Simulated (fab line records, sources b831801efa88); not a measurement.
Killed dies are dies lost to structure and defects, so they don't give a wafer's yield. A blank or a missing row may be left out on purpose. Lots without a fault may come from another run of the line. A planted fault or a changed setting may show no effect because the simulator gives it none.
fab line records | flow sky130
record lots=24 wafers=72 last_day=50
route steps=708 shown FIELD_ISO@5 VT_ADJUST_HVTR@139 POLY_GATE@227 LI_CONTACT@375 VIA1@471 METAL3@563
lots that met no fault: from a run of the same line without faults
start_h: hours from the record's first day to the start of the lot's first wafer shown | wait_h: hours since the lot's step before | " the same as in the row above | L1.1+2: a row that stands for several wafers | - no value, or no start given | * or withheld: withheld | < > ~ a bound
route shown NAME@n: a module of which the file shows steps, and the number in the route of the first | usual: mean/standard deviation of fault-free wafers | same: alike in all rows | chamber/n: place in a boat | sites: the reading at each site | _std_site: their standard deviation | _edge_site: outer sites' mean less inner sites' | radius_mm: how far each site lies from the wafer's centre | mask NAME#n: copy n | behind: the tool/chamber that last shaped the wafer | hold: why the lot was held/for how many hours/how that ended | device: the transistor (n, p or np) that didn't switch | end of line: the same wafers' tests at the end of the route | a step without rows: its recipe alone | killed: dies lost to structure and defects at the first sort, not the wafer's yield | map: a wafer's dies, x killed, . not, _ none there
set.NAME: the setting as run; set.NAME@STEP: as run at that earlier step | model.NAME: the simulator's own value behind a step, which no gauge read
steps of the route over a sample of lots; a table a step, a row a wafer
## steps
# step SKY_FIELD_ISO_THK_MEAS_04
# recipe reads=Si3N4_of_FIELD_ISO_CVD_03
# usual FIELD_ISO_CVD_03_THK=165.1/1.3
# columns lot.wafer tool chamber start_h wait_h FIELD_ISO_CVD_03_THK[nm]
L074.1 film_metro-03 - 15.88 0.0 164.8
L074.2 " - " " 164.3
L074.5 " - " " 164.3
L075.3 film_metro-03 - 19.15 0.0 163.5
L075.5 " - " " 164.6
L075.6 " - " " 165.9
L076.1 film_metro-02 - 25.95 0.0 165.3
L076.3 " - " " 165.6
L076.4 " - " " 165.0
L077.2 film_metro-04 - 28.49 0.0 166.0
L077.4 " - " " 166.9
L077.6 " - " " 166.1
L078.2 film_metro-03 - 33.83 0.0 165.0
L078.3 " - " " 164.2
L078.4 " - " " 165.6
L079.4 film_metro-04 - 39.11 0.0 164.7
L079.5 " - " " 164.1
L079.6 " - " " 163.7
L080.3 film_metro-04 - 43.50 0.0 165.8
L080.4 " - " " 164.4
L080.6 " - " " 165.0
L081.2 film_metro-03 - 51.05 0.0 165.7
L081.3 " - " " 166.8
L081.5 " - " " 165.8
L082.2 film_metro-04 - 54.60 0.0 162.8
L082.4 " - " " 162.9
L082.6 " - " " 161.1
L083.1 film_metro-03 - 59.10 0.0 165.5
L083.3 " - " " 164.5
L083.4 " - " " 167.3
L084.2 film_metro-03 - 66.00 0.0 165.0
L084.3 " - " " 165.0
L084.6 " - " " 163.9
L085.3 film_metro-02 - 70.93 0.0 166.3
L085.4 " - " " 166.3
L085.6 " - " " 164.0
L086.2 film_metro-04 - 75.11 0.0 164.3
L086.5 " - " " 165.9
L086.6 " - " " 165.3
L087.1 film_metro-03 - 78.96 0.0 163.1
L087.2 " - " " 165.0
L087.4 " - " " 165.0
L088.1 film_metro-03 - 83.88 0.0 165.4
L088.3 " - " " 166.0
L088.6 " - " " 166.2
L089.4 film_metro-03 - 88.51 0.0 164.0
L089.5 " - " " 167.0
L089.6 " - " " 166.2
L090.1 film_metro-03 - 94.50 0.0 164.1
L090.4 " - " " 162.4
L090.6 " - " " 164.2
L091.4 film_metro-03 - 98.96 0.0 167.4
L091.5 " - " " 167.7
L091.6 " - " " 167.2
L092.4 film_metro-04 - 104.82 0.2 165.3
L092.5 " - " " 164.0
L092.6 " - " " 163.9
L093.3 film_metro-02 - 111.57 0.0 163.6
L093.5 " - " " 166.0
L093.6 " - " " 163.9
L094.2 film_metro-02 - 115.92 0.0 165.1
L094.3 " - " " 163.9
L094.4 " - " " 163.1
L095.1 film_metro-04 - 118.82 0.0 165.1
L095.2 " - " " 166.0
L095.5 " - " " 165.9
L096.1 film_metro-04 - 123.78 0.0 165.1
L096.2 " - " " 164.9
L096.4 " - " " 164.6
L097.3 film_metro-02 - 130.00 0.0 166.0
L097.4 " - " " 166.0
L097.5 " - " " 165.5
# step SKY_VT_ADJUST_HVTR_OVL_MEAS_08
# usual VT_ADJUST_HVTR_OVL=1.0/1.5
# columns lot.wafer tool chamber start_h wait_h VT_ADJUST_HVTR_OVL[nm]
L074.1 overlay-02 - 204.16 0.1 0.2
L074.2 " - " " -0.1
L074.5 " - " " -1.3
L075.3 overlay-02 - 204.47 0.1 -2.0
L075.5 " - " " -2.5
L075.6 " - " " -0.7
L076.1 overlay-01 - 221.51 0.1 3.8
L076.3 " - " " 2.7
L076.4 " - " " 3.2
L077.2 overlay-02 - 223.97 0.1 1.5
L077.4 " - " " 0.6
L077.6 " - " " 0.3
L078.2 overlay-02 - 237.27 0.1 2.6
L078.3 " - " " 1.3
L078.4 " - " " 1.3
L079.4 overlay-02 - 250.63 0.1 0.7
L079.5 " - " " 0.0
L079.6 " - " " -0.3
L080.3 overlay-01 - 252.47 0.1 1.8
L080.4 " - " " 3.5
L080.6 " - " " 2.8
L081.2 overlay-02 - 260.66 0.1 -1.2
L081.3 " - " " -0.8
L081.5 " - " " 0.2
L082.2 overlay-01 - 263.27 0.1 3.3
L082.4 " - " " 2.7
L082.6 " - " " 1.7
L083.1 overlay-02 - 266.26 0.1 -1.2
L083.3 " - " " -0.7
L083.4 " - " " -0.5
L084.2 overlay-01 - 280.46 0.1 2.3
L084.3 " - " " 1.6
L084.6 " - " " 2.4
L085.3 overlay-01 - 287.78 0.1 3.2
L085.4 " - " " 2.3
L085.6 " - " " 3.7
L086.2 overlay-02 - 293.06 0.1 -1.6
L086.5 " - " " -0.9
L086.6 " - " " -0.9
L087.1 overlay-01 - 303.01 0.1 1.4
L087.2 " - " " 0.1
L087.4 " - " " 0.6
L089.4 overlay-01 - 318.08 0.1 0.3
L089.5 " - " " 0.6
L089.6 " - " " 2.8
L088.1 overlay-02 - 318.76 0.1 1.0
L088.3 " - " " 0.2
L088.6 " - " " -0.3
L090.1 overlay-01 - 324.76 0.1 0.6
L090.4 " - " " 1.0
L090.6 " - " " 1.4
L091.4 overlay-02 - 330.96 0.1 0.3
L091.5 " - " " -1.0
L091.6 " - " " 0.9
L092.4 overlay-02 - 333.98 0.1 1.1
L092.5 " - " " 0.8
L092.6 " - " " 0.6
L093.3 overlay-01 - 347.63 0.1 2.2
L093.5 " - " " 2.5
L093.6 " - " " 1.1
L094.2 overlay-02 - 355.97 0.1 -1.2
L094.3 " - " " -0.5
L094.4 " - " " -0.1
L095.1 overlay-02 - 356.97 0.1 0.3
L095.2 " - " " 1.7
L095.5 " - " " 1.3
L096.1 overlay-02 - 362.91 0.1 0.5
L096.2 " - " " 0.7
L096.4 " - " " 0.9
L097.3 overlay-01 - 377.52 0.1 1.6
L097.4 " - " " 2.2
L097.5 " - " " 0.4
# step SKY_POLY_GATE_CD_MEAS_13
# recipe target_cd_nm=150
# usual cd_nm=149.9/1.5
# columns lot.wafer tool chamber start_h wait_h cd_nm
L075.3 cd_sem-01 - 369.13 - 150.4
L075.5 " - " " 151.6
L075.6 " - " " 152.2
L074.1 cd_sem-01 - 370.84 - 151.8
L074.2 " - " " 151.4
L074.5 " - " " 150.3
L076.1 cd_sem-02 - 388.74 - 148.4
L076.3 " - " " 148.9
L076.4 " - " " 148.2
L077.2 cd_sem-02 - 393.09 - 148.3
L077.4 " - " " 147.6
L077.6 " - " " 146.5
L078.2 cd_sem-02 - 411.11 - 151.2
L078.3 " - " " 151.2
L078.4 " - " " 150.6
L080.3 cd_sem-01 - 431.66 - 149.2
L080.4 " - " " 148.1
L080.6 " - " " 147.5
L079.4 cd_sem-02 - 431.75 - 151.2
L079.5 " - " " 150.8
L079.6 " - " " 150.7
L081.2 cd_sem-01 - 440.91 - 146.7
L081.3 " - " " 146.9
L081.5 " - " " 147.2
L082.2 cd_sem-01 - 445.11 - 149.7
L082.4 " - " " 149.7
L082.6 " - " " 150.7
L083.1 cd_sem-02 - 452.59 - 152.8
L083.3 " - " " 154.1
L083.4 " - " " 152.6
L084.2 cd_sem-02 - 461.41 - 150.3
L084.3 " - " " 149.2
L084.6 " - " " 150.4
L085.3 cd_sem-02 - 481.86 - 149.2
L085.4 " - " " 149.5
L085.6 " - " " 148.5
L086.2 cd_sem-01 - 482.86 - 147.8
L086.5 " - " " 148.0
L086.6 " - " " 147.1
L087.1 cd_sem-02 - 499.97 - 150.4
L087.2 " - " " 150.6
L087.4 " - " " 151.3
L088.1 cd_sem-02 - 508.79 - 148.7
L088.3 " - " " 149.1
L088.6 " - " " 149.1
L089.4 cd_sem-01 - 509.50 - 151.6
L089.5 " - " " 151.6
L089.6 " - " " 151.2
L090.1 cd_sem-01 - 520.59 - 149.6
L090.4 " - " " 148.9
L090.6 " - " " 149.7
L091.4 cd_sem-01 - 523.98 - 150.8
L091.5 " - " " 151.5
L091.6 " - " " 150.2
L092.4 cd_sem-01 - 527.90 - 152.1
L092.5 " - " " 152.2
L092.6 " - " " 151.4
L093.3 cd_sem-01 - 542.93 - 150.4
L093.5 " - " " 150.8
L093.6 " - " " 151.1
L094.2 cd_sem-01 - 551.56 - 151.3
L094.3 " - " " 151.7
L094.4 " - " " 150.2
L095.1 cd_sem-02 - 552.67 - 148.4
L095.2 " - " " 148.1
L095.5 " - " " 150.0
L096.1 cd_sem-02 - 559.64 - 151.1
L096.2 " - " " 150.2
L096.4 " - " " 150.5
L097.3 cd_sem-01 - 572.48 - 148.4
L097.4 " - " " 149.5
L097.5 " - " " 149.1
# step SKY_LI_CONTACT_OVL_MEAS_13
# usual LI_CONTACT_OVL=1/3.6
# columns lot.wafer tool chamber start_h wait_h LI_CONTACT_OVL[nm]
L075.3 overlay-01 - 673.17 0.1 -2
L075.5 " - " " 0
L075.6 " - " " 1
L074.1 overlay-01 - 674.41 0.1 13
L074.2 " - " " 3
L074.5 " - " " 10
L076.1 overlay-01 - 691.46 0.1 -5
L076.3 " - " " -2
L076.4 " - " " -1
L077.2 overlay-02 - 694.77 0.1 7
L077.4 " - " " 2
L077.6 " - " " -2
L078.2 overlay-01 - 710.12 0.1 2
L078.3 " - " " 3
L078.4 " - " " -3
L080.3 overlay-02 - 733.88 0.1 0
L080.4 " - " " 3
L080.6 " - " " 2
L079.4 overlay-01 - 735.93 0.1 -1
L079.5 " - " " 4
L079.6 " - " " 1
L081.2 overlay-01 - 739.77 0.1 0
L081.3 " - " " 6
L081.5 " - " " 3
L082.2 overlay-01 - 741.92 0.1 -3
L082.4 " - " " 1
L082.6 " - " " -2
L083.1 overlay-02 - 748.51 0.1 -3
L083.3 " - " " -5
L083.4 " - " " -2
L084.2 overlay-02 - 752.52 0.1 -5
L084.3 " - " " -3
L084.6 " - " " 0
L085.3 overlay-01 - 770.52 0.1 1
L085.4 " - " " 6
L085.6 " - " " 3
L086.2 overlay-02 - 771.52 0.1 -1
L086.5 " - " " -1
L086.6 " - " " -3
L087.1 overlay-02 - 785.71 0.1 -2
L087.2 " - " " -3
L087.4 " - " " 3
L088.1 overlay-01 - 793.11 0.1 0
L088.3 " - " " 1
L088.6 " - " " -2
L089.4 overlay-01 - 795.58 0.1 2
L089.5 " - " " 2
L089.6 " - " " 3
L090.1 overlay-01 - 805.96 0.1 2
L090.4 " - " " 3
L090.6 " - " " 8
L091.4 overlay-01 - 807.73 0.1 1
L091.5 " - " " 9
L091.6 " - " " 5
L092.4 overlay-01 - 810.40 0.1 0
L092.5 " - " " -1
L092.6 " - " " 9
L093.3 overlay-01 - 824.97 0.1 3
L093.5 " - " " 5
L093.6 " - " " 4
L094.2 overlay-01 - 832.81 0.1 3
L094.3 " - " " 0
L094.4 " - " " 0
L095.1 overlay-02 - 834.11 0.1 -4
L095.2 " - " " 1
L095.5 " - " " 2
L096.1 overlay-01 - 839.64 0.1 2
L096.2 " - " " 2
L096.4 " - " " 7
L097.3 overlay-02 - 849.97 0.1 4
L097.4 " - " " 0
L097.5 " - " " -3
# step SKY_VIA1_OVL_MEAS_13
# usual VIA1_OVL=2/6.3
# columns lot.wafer tool chamber start_h wait_h VIA1_OVL[nm]
L075.3 overlay-01 - 783.28 0.1 2
L075.5 " - " " 6
L075.6 " - " " 0
L074.1 overlay-01 - 784.56 0.1 2
L074.2 " - " " -4
L074.5 " - " " -8
L076.1 overlay-02 - 802.71 0.1 -12
L076.3 " - " " -12
L076.4 " - " " -12
L077.2 overlay-01 - 807.07 0.1 1
L077.4 " - " " 3
L077.6 " - " " -2
L078.2 overlay-02 - 824.92 0.1 19
L078.3 " - " " 14
L078.4 " - " " 14
L080.3 overlay-01 - 844.25 0.1 -6
L080.4 " - " " -8
L080.6 " - " " 0
L079.4 overlay-02 - 846.43 0.1 -7
L079.5 " - " " -3
L079.6 " - " " 0
L081.2 overlay-01 - 852.82 0.1 4
L081.3 " - " " 11
L081.5 " - " " 3
L082.2 overlay-02 - 854.62 0.1 6
L082.4 " - " " 6
L082.6 " - " " 8
L083.1 overlay-02 - 860.01 0.1 -8
L083.3 " - " " -3
L083.4 " - " " 0
L084.2 overlay-01 - 864.27 0.1 -2
L084.3 " - " " -1
L084.6 " - " " 7
L085.3 overlay-02 - 880.33 0.1 -1
L085.4 " - " " -1
L085.6 " - " " 3
L086.2 overlay-01 - 884.81 0.1 0
L086.5 " - " " -9
L086.6 " - " " -5
L087.1 overlay-02 - 896.26 0.1 -2
L087.2 " - " " 3
L087.4 " - " " 7
L088.1 overlay-02 - 902.91 0.1 5
L088.3 " - " " 6
L088.6 " - " " 9
L089.4 overlay-02 - 904.88 0.1 0
L089.5 " - " " 3
L089.6 " - " " 0
L090.1 overlay-01 - 915.26 0.1 1
L090.4 " - " " -6
L090.6 " - " " 2
L091.4 overlay-02 - 917.73 0.1 8
L091.5 " - " " 12
L091.6 " - " " 9
L092.4 overlay-01 - 921.03 0.1 11
L092.5 " - " " 4
L092.6 " - " " 7
L093.3 overlay-01 - 931.32 0.1 5
L093.5 " - " " 0
L093.6 " - " " -2
L094.2 overlay-02 - 939.47 0.1 3
L094.3 " - " " -1
L094.4 " - " " -2
L095.1 overlay-01 - 940.51 0.1 8
L095.2 " - " " 6
L095.5 " - " " 3
L096.1 overlay-02 - 945.16 0.1 -7
L096.2 " - " " -4
L096.4 " - " " 3
L097.3 overlay-01 - 954.08 0.1 15
L097.4 " - " " 3
L097.5 " - " " 7
# step SKY_METAL3_CD_MEAS_13
# recipe target_cd_nm=300
# usual cd_nm=300.1/1.4
# columns lot.wafer tool chamber start_h wait_h cd_nm
L075.3 cd_sem-02 - 893.18 - 302.3
L075.5 " - " " 301.2
L075.6 " - " " 301.7
L074.1 cd_sem-02 - 894.50 - 302.0
L074.2 " - " " 300.2
L074.5 " - " " 299.9
L076.1 cd_sem-01 - 910.34 - 300.2
L076.3 " - " " 299.4
L076.4 " - " " 299.6
L077.2 cd_sem-01 - 915.61 - 300.7
L077.4 " - " " 300.0
L077.6 " - " " 302.0
L078.2 cd_sem-02 - 931.36 - 302.4
L078.3 " - " " 302.2
L078.4 " - " " 301.8
L080.3 cd_sem-01 - 950.04 - 301.0
L080.4 " - " " 301.2
L080.6 " - " " 299.4
L079.4 cd_sem-02 - 951.40 - 301.2
L079.5 " - " " 300.4
L079.6 " - " " 301.2
L081.2 cd_sem-01 - 957.67 - 299.1
L081.3 " - " " 297.7
L081.5 " - " " 299.1
L082.2 cd_sem-02 - 959.12 - 299.0
L082.4 " - " " 298.1
L082.6 " - " " 300.6
L083.1 cd_sem-01 - 964.39 - 301.0
L083.3 " - " " 299.3
L083.4 " - " " 299.0
L084.2 cd_sem-02 - 967.26 - 301.2
L084.3 " - " " 301.2
L084.6 " - " " 299.8
L085.3 cd_sem-01 - 984.29 - 297.7
L085.4 " - " " 297.3
L085.6 " - " " 295.3
L086.2 cd_sem-01 - 989.72 - 300.1
L086.5 " - " " 298.5
L086.6 " - " " 299.4
L087.1 cd_sem-02 - 1000.34 - 301.6
L087.2 " - " " 301.9
L087.4 " - " " 301.5
L088.1 cd_sem-01 - 1003.84 - 300.8
L088.3 " - " " 300.5
L088.6 " - " " 301.9
L089.4 cd_sem-01 - 1004.75 - 299.9
L089.5 " - " " 300.1
L089.6 " - " " 301.0
L090.1 cd_sem-02 - 1018.09 - 301.0
L090.4 " - " " 300.9
L090.6 " - " " 301.1
L091.4 cd_sem-02 - 1018.51 - 300.3
L091.5 " - " " 299.6
L091.6 " - " " 299.2
L092.4 cd_sem-01 - 1022.05 - 297.9
L092.5 " - " " 297.6
L092.6 " - " " 296.8
L093.3 cd_sem-02 - 1029.69 - 300.4
L093.5 " - " " 300.3
L093.6 " - " " 300.5
L094.2 cd_sem-02 - 1038.11 - 302.1
L094.3 " - " " 300.1
L094.4 " - " " 299.5
L095.1 cd_sem-02 - 1040.29 - 300.3
L095.2 " - " " 299.7
L095.5 " - " " 300.1
L096.1 cd_sem-01 - 1043.24 - 298.4
L096.2 " - " " 298.7
L096.4 " - " " 298.8
L097.3 cd_sem-02 - 1050.03 - 300.1
L097.4 " - " " 299.4
L097.5 " - " " 299.1
## key
fault none
